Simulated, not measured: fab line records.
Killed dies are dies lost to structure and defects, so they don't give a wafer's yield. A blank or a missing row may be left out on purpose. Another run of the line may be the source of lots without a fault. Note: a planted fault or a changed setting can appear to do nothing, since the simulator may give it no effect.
What tool caused it? :: flow gf180mcu :: Sampling: 7 lots, 21 wafers, 5 of 602 route steps

## WHAT THE GAUGES READ, wafer by wafer
GF_PASSIVATION_BOW_MEAS_14.
lot: L771
measured: day 29 17:35
on: filmMetro-02
PASSIVATION_BOW (um): 126 124 137

lot: L780
measured: day 32 09:06
on: filmMetro-02
PASSIVATION_BOW (um): 149 141 138

lot: L781
measured: day 32 22:02
on: filmMetro-01
PASSIVATION_BOW (um): 94 103 108

lot: L786
measured: day 33 23:11
on: filmMetro-04
PASSIVATION_BOW (um): 147 144 131

lot: L787
measured: day 34 05:03
on: filmMetro-02
PASSIVATION_BOW (um): 133 142 140

lot: L791
measured: day 35 02:36
on: filmMetro-01
PASSIVATION_BOW (um): 127 125 132

lot: L792
measured: day 35 09:56
on: filmMetro-04
PASSIVATION_BOW (um): 136 145 130

## WHICH TOOL RAN EACH LOT (tool, then ch and the chambers of the sampled wafers, then the start)
lot: L771
GF_TOP_METAL_STRIP_17: plasmaAsher-03 ch 0,1, day 28 19:36
GF_PASSIVATION_CVD_00: pecvd-02 ch 0,1,2, day 28 20:08
GF_PASSIVATION_ETCH_11: rieDiel-04 ch 1,3, day 29 15:37
GF_PASSIVATION_STRIP_12: plasmaAsher-04 ch 0,1, day 29 15:59

lot: L780
GF_TOP_METAL_STRIP_17: plasmaAsher-04 ch 0,1, day 31 13:04
GF_PASSIVATION_CVD_00: pecvd-04 ch 0,2, day 31 13:37
GF_PASSIVATION_ETCH_11: rieDiel-04 ch 2,3, day 32 07:13
GF_PASSIVATION_STRIP_12: plasmaAsher-04 ch 0,1, day 32 07:29

lot: L781
GF_TOP_METAL_STRIP_17: plasmaAsher-03 ch 0,1, day 32 02:07
GF_PASSIVATION_CVD_00: pecvd-03 ch 0,1,2, day 32 02:40
GF_PASSIVATION_ETCH_11: rieDiel-04 ch 0,1,3, day 32 20:10
GF_PASSIVATION_STRIP_12: plasmaAsher-04 ch 0,1, day 32 20:26

lot: L786
GF_TOP_METAL_STRIP_17: plasmaAsher-04 ch 0,1, day 33 05:02
GF_PASSIVATION_CVD_00: pecvd-04 ch 0,1, day 33 05:34
GF_PASSIVATION_ETCH_11: rieDiel-02 ch 0,2, day 33 21:20
GF_PASSIVATION_STRIP_12: plasmaAsher-01 ch 0,1, day 33 21:35

lot: L787
GF_TOP_METAL_STRIP_17: plasmaAsher-04 ch 0,1, day 33 10:20
GF_PASSIVATION_CVD_00: pecvd-02 ch 0,1,2, day 33 10:52
GF_PASSIVATION_ETCH_11: rieDiel-04 ch 1,2,3, day 34 03:13
GF_PASSIVATION_STRIP_12: plasmaAsher-01 ch 0,1, day 34 03:27

lot: L791
GF_TOP_METAL_STRIP_17: plasmaAsher-02 ch 0,1, day 34 08:29
GF_PASSIVATION_CVD_00: pecvd-02 ch 0,2, day 34 08:59
GF_PASSIVATION_ETCH_11: rieDiel-02 ch 0,1,3, day 35 00:43
GF_PASSIVATION_STRIP_12: plasmaAsher-04 ch 0,1, day 35 00:59

lot: L792
GF_TOP_METAL_STRIP_17: plasmaAsher-02 ch 0,1, day 35 03:08
GF_PASSIVATION_CVD_00: pecvd-04 ch 0,2, day 35 03:40
GF_PASSIVATION_ETCH_11: rieDiel-02 ch 0,1,3, day 35 08:05
GF_PASSIVATION_STRIP_12: plasmaAsher-01 ch 0,1, day 35 08:20
- GF_TOP_METAL_STRIP_17: strips in O2/N2.
- GF_PASSIVATION_CVD_00: deposits SiO2 from TEOS, target thk 1000 nm, time 111.95 s.
- GF_PASSIVATION_ETCH_11: etches the open film in CF4/O2, stops on TiN, target depth 1800 nm, time 400 s.
- GF_PASSIVATION_STRIP_12: strips in O2/N2.

## THE ANSWER, worked out from the rows above alone
Rule: the usual values come from the lots themselves. The widest of any qualifying gaps counts: lots, ordered by their means at a reading, are off when they make up no more than a third of the lots, leave a main group of 4 or more, and stand apart from it by 3 or more times the standard deviation of that group's means. A main group is skipped when, at the precision printed for the reading in the tables above, its means are all equal. A lot without any number at a reading at which 4 lots or more have one is off too. All remaining lots with rows at the step are treated as sound.
Off: L781, at GF_PASSIVATION_BOW_MEAS_14 (PASSIVATION_BOW). Mean 136 um and standard deviation 5.6 in the main group.
If a tool, at a process step before that reading, ran all the lots that are off and no sound lot after the first of them, it fits. Gauges at GF_PASSIVATION_BOW_MEAS_14: tried the same way as those tools. Can't be told from this: 2 tools fit, plasmaAsher-03 at GF_TOP_METAL_STRIP_17, pecvd-03 at GF_PASSIVATION_CVD_00.

## WHAT THE SIMULATOR PUT IN
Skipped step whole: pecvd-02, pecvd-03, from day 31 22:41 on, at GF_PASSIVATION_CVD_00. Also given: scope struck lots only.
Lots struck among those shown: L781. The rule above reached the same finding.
